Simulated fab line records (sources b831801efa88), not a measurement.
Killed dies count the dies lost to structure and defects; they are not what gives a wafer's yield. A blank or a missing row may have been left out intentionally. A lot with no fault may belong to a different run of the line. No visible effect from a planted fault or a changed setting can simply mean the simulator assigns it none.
fab line records | flow sky130 | part 2 of 2: steps 29 to 43 of 43
[record] lots = 5 | wafers = 15 | last_day = 50
route steps=708 shown CAPM@543 METAL3@555 VIA3@573
lots that met no fault: from a run of the same line without faults
start_h: hours from the record's first day to the start of the lot's first wafer shown | wait_h: time in hours since the lot's previous step | " identical to the entry in the row above | L1.1+2: several wafers, shown together as one row | - value missing, or start not given | * or withheld: withheld | < > ~ a bound
route shown NAME@n: NAME is a module with steps in the file, n the number in the route of the first one | usual: mean/standard deviation of fault-free wafers | same: alike in all rows | chamber/n: place in a boat | sites: the reading at each site | _std_site: how widely they spread, as a standard deviation | _edge_site: outer sites' mean less inner sites' | radius_mm: how far each site lies from the wafer's centre | mask NAME#n: copy n | behind: tool/chamber where the wafer was last shaped | hold: cause of the lot's hold/its duration in hours/its outcome | device: the n, p or np transistor that did not switch | end of line: the tests these same wafers got at the end of their route | for a step that has no rows: nothing shown but its recipe | killed: dies lost to structure and defects at the first sort, not the wafer's yield | map: the dies of a wafer, with x for killed, . for not killed, _ for no die there
set.NAME: setting as actually run; set.NAME@STEP: the setting as run at that earlier step | model.NAME: the simulator's own value behind a step, which no gauge read
certain route steps with their lots: each step a table, each wafer a row
services: when a tool's chamber went out of use (start_h, in hours from the record's first day, below 0 if earlier), for how many hours, and the reason
[[steps]]
[step SKY_METAL3_CLEAN_21]
[recipe] chemistry = IPA | time_s = 180 | temp_c = 25
[usual] bath_heat_duty_pct = 6.5/1
lot.wafer | tool         | chamber | start_h | wait_h | bath_heat_duty_pct
L074.2    | wet_bench-03 | 1       | 909.58  | 0.0    | 5.2
L074.4    | "            | 1       | "       | "      | 6.4
L074.5    | "            | 1       | "       | "      | 4.8
L076.2    | wet_bench-01 | 3       | 925.51  | 0.0    | 6.2
L076.4    | "            | 3       | "       | "      | 7.2
L076.6    | "            | 3       | "       | "      | 6.9
L081.1    | wet_bench-04 | 3       | 971.19  | 0.0    | 6.0
L081.2    | "            | 3       | "       | "      | 5.9
L081.3    | "            | 3       | "       | "      | 6.6
L090.3    | wet_bench-03 | 2       | 1024.28 | 0.0    | 6.3
L090.4    | "            | 2       | "       | "      | 6.5
L090.5    | "            | 2       | "       | "      | 7.5
L092.1    | wet_bench-04 | 3       | 1036.63 | 0.0    | 6.6
L092.2    | "            | 3       | "       | "      | 6.1
L092.5    | "            | 3       | "       | "      | 6.9
[step SKY_METAL3_CLEAN_22]
[recipe] chemistry = O3/DIW | dry = n2_spin
lot.wafer  | tool         | chamber | start_h | wait_h
L074.2+4+5 | wet_bench-01 | 1       | 909.65  | 0.0
L076.2+4+6 | wet_bench-03 | 0       | 925.57  | 0.0
L081.1+2+3 | wet_bench-04 | 3       | 971.26  | 0.0
L090.3+4+5 | wet_bench-03 | 1       | 1024.34 | 0.0
L092.1+2+5 | wet_bench-01 | 3       | 1036.68 | 0.0
[step SKY_VIA3_HDPCVD_00]
[recipe] material = SiO2 | target_thk_nm = 1635 | sigma_open_frac = 0.3 | time_s = 272.5 | temp_c = 400 | sih4_flow_sccm = 60 | pressure_mtorr = 6
lot.wafer  | tool      | chamber | start_h | wait_h
L074.2+4+5 | hdpcvd-02 | 1,2,1   | 909.74  | 0.0
L076.2+4+6 | hdpcvd-02 | 1,1,2   | 925.67  | 0.0
L081.1+2+3 | hdpcvd-02 | 2,1,0   | 971.36  | 0.0
L090.3+4+5 | hdpcvd-01 | 1,1,2   | 1024.43 | 0.0
L092.1+2+5 | hdpcvd-02 | 1,2,1   | 1036.87 | 0.0
[step SKY_VIA3_THK_MEAS_01]
[recipe] reads = SiO2_of_VIA3_HDPCVD_00
[usual] VIA3_HDPCVD_THK = 1626/17
lot.wafer | tool          | chamber | start_h | wait_h | VIA3_HDPCVD_THK[nm]
L074.2    | film_metro-03 | -       | 909.92  | 0.1    | 1593
L074.4    | "             | -       | "       | "      | 1648
L074.5    | "             | -       | "       | "      | 1613
L076.2    | film_metro-02 | -       | 925.85  | 0.1    | 1583
L076.4    | "             | -       | "       | "      | 1595
L076.6    | "             | -       | "       | "      | 1632
L081.1    | film_metro-02 | -       | 971.53  | 0.1    | 1640
L081.2    | "             | -       | "       | "      | 1629
L081.3    | "             | -       | "       | "      | 1626
L090.3    | film_metro-04 | -       | 1024.62 | 0.1    | 1645
L090.4    | "             | -       | "       | "      | 1642
L090.5    | "             | -       | "       | "      | 1635
L092.1    | film_metro-02 | -       | 1037.04 | 0.1    | 1606
L092.2    | "             | -       | "       | "      | 1636
L092.5    | "             | -       | "       | "      | 1618
[step SKY_VIA3_CMP_02]
[recipe] material = SiO2 | down_force_psi = 4 | platen_rpm = 60 | pad_velocity_m_s = 0.94248
[usual] motor_current_A = 12.0/1.7
lot.wafer | tool   | chamber | start_h | wait_h | motor_current_A
L074.2    | cmp-02 | 0       | 910.02  | 0.1    | 12.4
L074.4    | "      | 1       | "       | "      | 9.9
L074.5    | "      | 3       | "       | "      | 11.1
L076.2    | cmp-02 | 0       | 925.90  | 0.0    | 12.4
L076.4    | "      | 1       | "       | "      | 9.8
L076.6    | "      | 1       | "       | "      | 9.6
L081.1    | cmp-01 | 1       | 971.59  | 0.1    | 11.6
L081.3    | "      | 2       | "       | "      | 10.9
L081.2    | "      | 3       | "       | "      | 15.1
L090.4    | cmp-02 | 3       | 1024.66 | 0.0    | 11.6
L090.3    | "      | 2       | "       | "      | 11.0
L090.5    | "      | 3       | "       | "      | 11.8
L092.1    | cmp-01 | 1       | 1037.15 | 0.1    | 11.5
L092.2    | "      | 2       | "       | "      | 10.8
L092.5    | "      | 1       | "       | "      | 12.1
[step SKY_VIA3_BOW_MEAS_03]
[recipe] mode = bow
[usual] VIA3_BOW = 81/7.7
lot.wafer | tool          | chamber | start_h | wait_h | VIA3_BOW[um]
L074.2    | film_metro-03 | -       | 910.29  | 0.2    | 93
L074.4    | "             | -       | "       | "      | 82
L074.5    | "             | -       | "       | "      | 83
L076.2    | film_metro-02 | -       | 926.22  | 0.3    | 80
L076.4    | "             | -       | "       | "      | 74
L076.6    | "             | -       | "       | "      | 79
L081.1    | film_metro-03 | -       | 971.89  | 0.2    | 73
L081.2    | "             | -       | "       | "      | 85
L081.3    | "             | -       | "       | "      | 87
L090.3    | film_metro-03 | -       | 1025.00 | 0.1    | 93
L090.4    | "             | -       | "       | "      | 82
L090.5    | "             | -       | "       | "      | 89
L092.1    | film_metro-03 | -       | 1037.40 | 0.2    | 85
L092.2    | "             | -       | "       | "      | 85
L092.5    | "             | -       | "       | "      | 76
[step SKY_VIA3_DEHYDRATE_04]
[recipe] temp_c = 200 | time_s = 60
lot.wafer  | tool           | chamber | start_h | wait_h
L074.2+4+5 | litho_track-01 | 0       | 922.63  | 12.3
L076.2+4+6 | litho_track-01 | 0       | 937.93  | 11.7
L081.1+2+3 | litho_track-04 | 0       | 983.77  | 11.9
L090.3+4+5 | litho_track-01 | 0       | 1036.36 | 11.3
L092.1+2+5 | litho_track-01 | 0       | 1048.06 | 10.6
[step SKY_VIA3_HMDS_05]
[recipe] prime_time_s = 60 | prime_temp_c = 120
lot.wafer  | tool           | chamber | start_h | wait_h
L074.2+4+5 | litho_track-01 | 0       | 922.78  | 0.1
L076.2+4+6 | litho_track-01 | 0       | 938.08  | 0.1
L081.1+2+3 | litho_track-04 | 0       | 983.92  | 0.1
L090.3+4+5 | litho_track-01 | 0       | 1036.51 | 0.1
L092.1+2+5 | litho_track-01 | 0       | 1048.21 | 0.1
[step SKY_VIA3_COAT_06]
[recipe] resist = BARC | temp_c = withheld | time_s = withheld | spin_rpm = 3000 | resist_thk_nm = 60
lot.wafer  | tool           | chamber | start_h | wait_h
L074.2+4+5 | litho_track-01 | 0       | 922.93  | 0.1
L076.2+4+6 | litho_track-01 | 0       | 938.23  | 0.1
L081.1+2+3 | litho_track-04 | 0       | 984.07  | 0.1
L090.3+4+5 | litho_track-01 | 0       | 1036.66 | 0.1
L092.1+2+5 | litho_track-01 | 0       | 1048.36 | 0.1
[step SKY_VIA3_COAT_07]
[recipe] resist = KrF-thick | spin_rpm = 3000 | resist_thk_nm = 450
lot.wafer  | tool           | chamber | start_h | wait_h
L074.2+4+5 | litho_track-01 | 0       | -       | -
L076.2+4+6 | litho_track-01 | 0       | -       | -
L081.1+2+3 | litho_track-04 | 0       | -       | -
L090.3+4+5 | litho_track-01 | 0       | -       | -
L092.1+2+5 | litho_track-01 | 0       | -       | -
[step SKY_VIA3_SOFTBAKE_08]
[recipe] temp_c = 100 | time_s = 90 | resist = KrF-thick
lot.wafer  | tool           | chamber | start_h | wait_h
L074.2+4+5 | litho_track-01 | 0       | -       | -
L076.2+4+6 | litho_track-01 | 0       | -       | -
L081.1+2+3 | litho_track-04 | 0       | -       | -
L090.3+4+5 | litho_track-01 | 0       | -       | -
L092.1+2+5 | litho_track-01 | 0       | -       | -
[step SKY_VIA3_EXPOSE_09]
[recipe] mask_id = VIM3 | na = 0.8 | source_shape = annular | sigma_inner = 0.55 | sigma_outer = 0.85 | target_cd_nm = 200 | dose_mj = 38
[same] sigma_inner = 0.55
lot.wafer  | tool           | chamber | start_h | wait_h | mask
L074.2+4+5 | krf_scanner-02 | 0       | -       | -      | VIM3#0
L076.2+4+6 | krf_scanner-02 | 0       | -       | -      | VIM3#0
L081.1+2+3 | krf_scanner-01 | 0       | -       | -      | VIM3#0
L090.3+4+5 | krf_scanner-02 | 0       | -       | -      | VIM3#0
L092.1+2+5 | krf_scanner-01 | 0       | -       | -      | VIM3#0
[step SKY_VIA3_PEB_10]
[recipe] peb_temp_c = withheld | peb_time_s = withheld | resist = KrF-thick
lot.wafer  | tool           | chamber | start_h | wait_h
L074.2+4+5 | litho_track-01 | 0       | -       | -
L076.2+4+6 | litho_track-04 | 0       | -       | -
L081.1+2+3 | litho_track-02 | 0       | -       | -
L090.3+4+5 | litho_track-02 | 0       | -       | -
L092.1+2+5 | litho_track-02 | 0       | -       | -
[step SKY_VIA3_DEVELOP_11]
[recipe] develop_time_s = 60 | resist = KrF-thick | dev_temp_c = 21
lot.wafer  | tool           | chamber | start_h | wait_h
L074.2+4+5 | litho_track-01 | 0       | -       | -
L076.2+4+6 | litho_track-04 | 0       | -       | -
L081.1+2+3 | litho_track-02 | 0       | -       | -
L090.3+4+5 | litho_track-02 | 0       | -       | -
L092.1+2+5 | litho_track-02 | 0       | -       | -
[step SKY_VIA3_CD_MEAS_12]
[recipe] target_cd_nm = 200
[usual] cd_nm = 200.2/1.9
lot.wafer | tool      | chamber | start_h | wait_h | cd_nm
L074.2    | cd_sem-02 | -       | 936.38  | -      | 201.5
L074.4    | "         | -       | "       | "      | 202.8
L074.5    | "         | -       | "       | "      | 201.3
L076.2    | cd_sem-02 | -       | 951.29  | -      | 197.3
L076.4    | "         | -       | "       | "      | 201.4
L076.6    | "         | -       | "       | "      | 199.0
L081.1    | cd_sem-02 | -       | 996.02  | -      | 202.6
L081.2    | "         | -       | "       | "      | 201.7
L081.3    | "         | -       | "       | "      | 201.2
L090.3    | cd_sem-01 | -       | 1048.41 | -      | 199.7
L090.4    | "         | -       | "       | "      | 199.6
L090.5    | "         | -       | "       | "      | 199.8
L092.1    | cd_sem-02 | -       | 1065.12 | -      | 203.0
L092.2    | "         | -       | "       | "      | 203.2
L092.5    | "         | -       | "       | "      | 203.7
[[services]]
tool             | chamber | start_h | hours | kind
hdpcvd-02        | -       | 850.63  | 2.8   | pm
rie_metal-02     | -       | 856.83  | 0.1   | repair
krf_scanner-02   | -       | 862.43  | 1.0   | pm
rie_metal-04     | 0       | 882.02  | 5.4   | repair
krf_scanner-02   | -       | 888.61  | 4.4   | pm
krf_scanner-02   | -       | 897.02  | 0.3   | repair
iline_stepper-01 | -       | 899.07  | 4.4   | pm
krf_scanner-01   | -       | 900.54  | 0.8   | pm
cmp-02           | -       | 912.00  | 4.0   | pm
krf_scanner-01   | -       | 916.35  | 1.3   | pm
krf_scanner-02   | -       | 919.18  | 0.3   | repair
wet_bench-02     | -       | 920.85  | 4.7   | repair
wet_bench-04     | -       | 931.08  | 4.4   | pm
krf_scanner-01   | -       | 942.21  | 36.0  | pm
cmp-02           | -       | 944.91  | 4.8   | repair
rie_metal-04     | -       | 950.01  | 14.6  | pm
rie_metal-02     | 0       | 969.93  | 1.9   | repair
krf_scanner-02   | -       | 1004.94 | 0.8   | pm
krf_scanner-02   | -       | 1006.23 | 0.3   | repair
krf_scanner-02   | -       | 1020.04 | 1.3   | pm
wet_bench-03     | -       | 1020.61 | 2.3   | repair
rie_metal-04     | -       | 1023.55 | 2.8   | pm
krf_scanner-02   | -       | 1031.38 | 1.0   | pm
krf_scanner-02   | -       | 1047.96 | 29.0  | repair
